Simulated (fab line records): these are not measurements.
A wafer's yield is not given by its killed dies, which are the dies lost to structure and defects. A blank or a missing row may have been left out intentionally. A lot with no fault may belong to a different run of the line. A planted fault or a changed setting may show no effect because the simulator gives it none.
Problem report, 8D (eight disciplines) form, completed by code ; flow sfqLine ; the parts of the form that need people (team, actions taken, sign-off) are left out

== 1. THE ISSUE ==
Mean of thkNm at SFQ_TRILAYER_I3_METRO_MEASURE_083: 220.8 nm across 3 wafers in 2 lots; on wafers with no fault it is 199.6 nm (standard deviation 0.94). Relative to the usual mean, that is a shift of +23 standard deviations.
Seen first at day 45 10:31 on filmMetro-03, wafer L445.1. Wafers with a number at this step in the record: 42, from 14 lots. Rule for "out" (also "out of limits"): further than 4 standard deviations from the usual mean. All remaining wafers that have a number are taken as sound.

== 2. WHAT THIS IS AND IS NOT ==
question;is;is not
which readings at this step;thkNm;-
which lots;L445, L446;L443, L444, L447, L454, L456, L457, L459, L461, L462, L463, L465, L466
which wafers of those lots;L445.1, L446.1, L446.5;L445.3, L445.4, L446.2
read on which tools;filmMetro-03, filmMetro-04;filmMetro-02
when;from day 45 10:31;"up to then (8 sound wafers); but 31 sound wafers of L446, L447, L454, L456, L457, L459, L461, L462, L463, L465, L466 came after"

== 3. SUSPECTS, AND WHAT RULES EACH OUT ==
Counting: if a tool at a process step up to the reading ran every lot that is out, it stays a suspect. Sound lots after the first of them don't rule it out here, since some wafers of a struck lot are sound.
- cmp-01 at SFQ_TRILAYER_I3_CMP_CMP_082 (polishes SiO2): kept. It ran every lot that is out, first L445 (day 45 07:24); its last sound lot up to then is L444 (day 45 03:06).
- Within cmp-01 at SFQ_TRILAYER_I3_CMP_CMP_082: the wafers that are out ran in chambers 2, 3; their sound lot-mates ran in chambers 0, 1.
After counting, what remains is cmp-01 at SFQ_TRILAYER_I3_CMP_CMP_082.

== 4. THE CAUSE (what the simulator had put in) ==
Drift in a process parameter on cmp-01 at SFQ_TRILAYER_I3_CMP_CMP_082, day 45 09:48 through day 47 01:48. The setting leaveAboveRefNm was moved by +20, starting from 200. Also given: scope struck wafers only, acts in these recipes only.
The count eliminated every tool but this one.

== 5. SEQUENCE OF EFFECTS, ordered by route ==
Each row: a reading whose mean over the struck wafers that have a number lies more than 3 standard deviations from the usual. Scope: only readings with a usual standard deviation given in the record; hours: median across lots of the time from each lot's start at the first step in this table that gives one to its start at this step; sigmas: change in usual standard deviations.
hours;step;reading;usual;on struck wafers;change;sigmas
0;SFQ_TRILAYER_I3_METRO_MEASURE_083;thkNm;199.6 nm;220.8;+21.2;+23
144;SFQ_TRILAYER_I3_VIA_ETCH_VIA_ETCH_088;oesProductAu;0.854 a.u.;0.907;+0.053;+10
Its process steps:
- SFQ_TRILAYER_I3_METRO_MEASURE_083
- SFQ_TRILAYER_I3_VIA_ETCH_VIA_ETCH_088: etches SiO2 in CHF3, stops on Nb, target depth 260 nm.
At these later measuring or inspecting steps, every struck wafer for which the step has a row has a number for every such reading, and none has moved that far: SFQ_M8_RS_MEAS_949.

== 6. WHAT WOULD HAVE CAUGHT IT SOONER ==
In this record the first reading out of limits was taken at day 45 10:31, 1 hour after the fault began at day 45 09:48.
An alarm limit of 4 standard deviations would not have fired on the tool readings at SFQ_TRILAYER_I3_CMP_CMP_082 for which the record gives a usual standard deviation, since none of them was out on any struck wafer.
L446, from the lots that are out (2), started SFQ_TRILAYER_I3_CMP_CMP_082 on cmp-01 later than day 45 10:31. Holding the tool at that time would have saved it.
